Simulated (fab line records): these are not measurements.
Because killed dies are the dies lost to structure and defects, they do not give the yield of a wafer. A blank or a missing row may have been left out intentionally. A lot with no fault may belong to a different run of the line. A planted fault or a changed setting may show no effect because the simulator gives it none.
The tool behind it: which one? -- flow sky130 -- 39 wafers from 13 lots sampled at 3 of the route's 708 steps

== WHAT THE GAUGES SHOWED, per wafer ==
SKY_FIELD_ISO_CD_MEAS_13: target cd 150 nm.
lot,measured,on,cd-nm (nm)
L411,day 2 04:26,cd-sem-02,148.5 148.6 146.4
L412,day 2 09:17,cd-sem-01,152.2 151.5 151.2
L413,day 2 18:05,cd-sem-02,151.7 149.7 151.1
L414,day 2 20:37,cd-sem-02,151.3 152.8 151.9
L418,day 3 16:11,cd-sem-02,151.2 149.8 149.1
L419,day 4 00:02,cd-sem-02,152.6 152.3 151.8
L421,day 4 09:38,cd-sem-02,148.1 148.4 149.7
L424,day 5 00:02,cd-sem-02,150.4 151.5 148.9
L430,day 6 07:14,cd-sem-01,146.9 146.1 146.7
L431,day 6 13:23,cd-sem-01,149.1 150.3 149.9
L432,day 6 19:11,cd-sem-01,150.1 150.6 150.4
L433,day 6 22:50,cd-sem-02,151.5 152.2 151.9
L434,day 7 04:53,cd-sem-02,150.4 151.7 150.3

SKY_DNWELL_TW_MEAS_09.
lot,measured,on,DNWELL_TW
L411,day 3 02:50,film-metro-02,1101 1098 1099
L412,day 3 07:34,film-metro-04,1108 1113 1103
L413,day 3 19:46,film-metro-02,1098 1101 1101
L414,day 3 23:20,film-metro-02,1093 1098 1091
L418,day 4 18:17,film-metro-02,1101 1099 1102
L419,day 5 00:17,film-metro-03,1113 1113 1114
L421,day 5 10:09,film-metro-02,1097 1102 1100
L424,day 6 00:55,film-metro-03,1109 1104 1104
L430,day 7 12:38,film-metro-03,1108 1113 1112
L431,day 7 17:05,film-metro-03,1106 1100 1101
L432,day 7 21:58,film-metro-04,1117 1112 1112
L433,day 8 00:53,film-metro-04,1123 1125 1126
L434,day 8 08:25,film-metro-02,1096 1093 1095

== EACH LOT AND THE TOOL THAT RAN IT (in order: tool; ch and the chambers of the sampled wafers; start) ==
lot,SKY_NWELL_CLEAN_00
L411,"wet-bench-02 ch 2, day 2 10:38"
L412,"wet-bench-02 ch 2, day 2 14:32"
L413,"wet-bench-04 ch 0, day 2 23:15"
L414,"wet-bench-02 ch 1, day 3 03:58"
L418,"wet-bench-02 ch 3, day 3 22:41"
L419,"wet-bench-02 ch 2, day 4 05:22"
L421,"wet-bench-02 ch 0, day 4 14:15"
L424,"wet-bench-04 ch 0, day 5 04:37"
L430,"wet-bench-04 ch 3, day 6 14:07"
L431,"wet-bench-03 ch 2, day 6 19:27"
L432,"wet-bench-04 ch 0, day 6 23:35"
L433,"wet-bench-03 ch 2, day 7 03:17"
L434,"wet-bench-04 ch 2, day 7 09:17"
- SKY_NWELL_CLEAN_00: cleans in SC1/SC2, time 150 s.

== WHAT THE TOOLS THEMSELVES READ (means of the sampled wafers that have a number; where no wafer has one, the mark that the record gives instead) ==
SKY_NWELL_CLEAN_00.
lot,tool,bath-guard-temp-C (C),bath-heat-duty-pct (%)
L411,wet-bench-02,69.2,14.1
L412,wet-bench-02,69.0,14.3
L413,wet-bench-04,69.6,13.0
L414,wet-bench-02,68.9,14.1
L418,wet-bench-02,70.2,14.0
L419,wet-bench-02,69.2,14.2
L421,wet-bench-02,69.5,14.0
L424,wet-bench-04,69.6,12.3
L430,wet-bench-04,69.8,14.5
L431,wet-bench-03,-,-
L432,wet-bench-04,-,-
L433,wet-bench-03,69.3,13.3
L434,wet-bench-04,69.7,14.6

== THE ANSWER, worked out from the rows above alone ==
Rule: usual is defined by the lots themselves. Put in order of their means at a reading, lots are off if they are a third of the lots or fewer, leave a main group of 4 or more, and stand apart from it by a gap of 3 or more times the standard deviation of the main group's means; of several such gaps the widest counts. A main group whose means are all the same, to the digits that the tables above print for the reading, isn't used. A lot without any number at a reading at which 4 lots or more have one is off too. All remaining lots with rows at the step are treated as sound. The gauges are gone through in route order, then the tools' own readings, and for those a lot's mean is taken as printed above. The first step at which some lot is off is used, and at that step the reading that is off furthest; a lot without a number counts as furthest.
Off at SKY_NWELL_CLEAN_00 (bath-guard-temp-C): L431, L432. Without a number there: L431, L432. The main group has a mean of 69.5 C with a standard deviation of 0.36.
If a tool, at that step or one of the process steps before it, ran each lot that is off and ran no sound lot following the first of them, it fits. No candidate that was tried fits.

== WHAT WAS PUT IN BY THE SIMULATOR ==
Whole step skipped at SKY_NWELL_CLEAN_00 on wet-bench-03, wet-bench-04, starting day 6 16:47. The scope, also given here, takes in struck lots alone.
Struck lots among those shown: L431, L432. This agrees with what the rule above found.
